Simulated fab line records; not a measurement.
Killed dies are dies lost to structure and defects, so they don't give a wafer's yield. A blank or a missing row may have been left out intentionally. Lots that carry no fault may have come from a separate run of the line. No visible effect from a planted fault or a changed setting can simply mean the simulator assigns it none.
A struck lot beside a sound one :: flow sky130 :: 18 steps out of a route of 708
Sound: the wafers L676.3, L676.4, L676.6. Wafers L667.1, L667.5, L667.6 were the ones struck. The cause is given at the end.
For every step that has rows: the tool of each side, followed by ch and its chambers, followed by its first start. Under that, the readings that differ: sound wafers :: struck wafers :: difference of the means :: sigmas: that difference in standard deviations of wafers without a fault.
alike: same words and numbers on both sides, and readings whose means sit less than 2 such deviations apart. not compared: any withheld reading, any reading some wafer has no value for, any bound like >300 that may hide the same value, and any number with overlapping values for which the record gives no deviation.
The two part at a step that has a row with sigmas, a row that says differs or no value, or rows on one side only. Numbers that have no deviation but don't overlap get no sigmas and don't part them. A reading missing from all wafers of one side parts the sides only when that side holds two or more wafers.

first, 3 steps without rows for these wafers: SKY_VT_ADJUST_HVTP_EXPOSE_04 (exposes mask HVTPM, target cd 380 nm); SKY_VT_ADJUST_HVTP_PEB_05; SKY_VT_ADJUST_HVTP_DEVELOP_06 (develop time 60 s).
SKY_VT_ADJUST_HVTP_CD_MEAS_07: the cd target is 380 nm.
  sound on cd sem-02, day 10 11:38; struck on cd sem-02, day 8 07:02
reading: cd nm (nm)
sound: 375.9 374.9 376.8
struck: 379.5 383.0 380.7
difference: +5.2
sigmas: +2
SKY_VT_ADJUST_HVTP_OVL_MEAS_08:
  sound on overlay-02, day 10 11:43; struck on overlay-02, day 8 07:09
  alike: VT_ADJUST_HVTP_OVL
next, for these wafers, 1 step has no rows: SKY_VT_ADJUST_HVTP_IMPLANT_09.
SKY_VT_ADJUST_HVTP_STRIP_10: strips in O2/N2.
  sound on plasma asher-02 ch 0,1, day 10 11:55; struck on plasma asher-02 ch 0,1, day 8 07:20
  alike: drypump motor current A, n2 flow sccm, oes product au, strip time to endpoint s
  not compared: rf hours counter h
SKY_VT_ADJUST_HVTP_TW_MEAS_11:
  sound on film metro-02, day 10 12:01; struck on film metro-01, day 8 07:26
  alike: VT_ADJUST_HVTP_TW
then, 4 steps without rows for these wafers: SKY_VT_ADJUST_LVTN_DEHYDRATE_00 (time 60 s); SKY_VT_ADJUST_LVTN_HMDS_01 (prime time 60 s); SKY_VT_ADJUST_LVTN_COAT_02 (resist thk 3000 nm); SKY_VT_ADJUST_LVTN_SOFTBAKE_03.
SKY_VT_ADJUST_LVTN_EXPOSE_04: exposes mask NWM COMPLEMENT LESS NATIVE, target cd 840 nm.
  sound on iline stepper-01 ch 0, day 11 00:17; struck on iline stepper-02 ch 0, day 8 17:59
reading: model.VT_ADJUST_LVTN.overlay x nm (nm)
sound: -0.7133 -0.7133 -0.7133
struck: 319.2 319.2 319.2
difference: +319.9
sigmas: 
  alike: mask
then, 2 steps without rows for these wafers: SKY_VT_ADJUST_LVTN_PEB_05; SKY_VT_ADJUST_LVTN_DEVELOP_06 (develop time 60 s).
SKY_VT_ADJUST_LVTN_OVL_MEAS_07:
  sound on overlay-02, day 11 11:52; struck on overlay-01, day 9 04:38
reading: VT_ADJUST_LVTN_OVL (nm)
sound: -0.3 -0.7 0.0
struck: 319.3 320.4 318.8
difference: +319.8
sigmas: +99 or more
next, for these wafers, 1 step has no rows: SKY_VT_ADJUST_LVTN_IMPLANT_08.
-- the record jumps here: 39 days lie between the struck wafers' starts before and after (it left off in module VT_ADJUST_LVTN and takes up again in module PAD_OPEN, whose first step shown is number 708 of the route) --
SKY_PAD_OPEN_PROBE_99:
  sound on prober-02, day 49 23:25; struck on prober-01, day 48 05:03
reading: killed at front end
sound: 16 18 13
struck: 412 399 398
difference: +387
sigmas: +92

reading: killed dies
sound: 88 89 91
struck: 483 478 475
difference: +389
sigmas: +41

reading: killed on rim
sound: 22 19 22
struck: 93 94 93
difference: +72
sigmas: +19
  alike: killed_at_M0_to_M3, killed_at_M4_up, killed at contacts, killed at other, killed open, killed short

WHERE THEY PART
At SKY_VT_ADJUST_HVTP_CD_MEAS_07 first; at SKY_PAD_OPEN_PROBE_99 last (within this record only).

WHY: whatever the simulator had introduced
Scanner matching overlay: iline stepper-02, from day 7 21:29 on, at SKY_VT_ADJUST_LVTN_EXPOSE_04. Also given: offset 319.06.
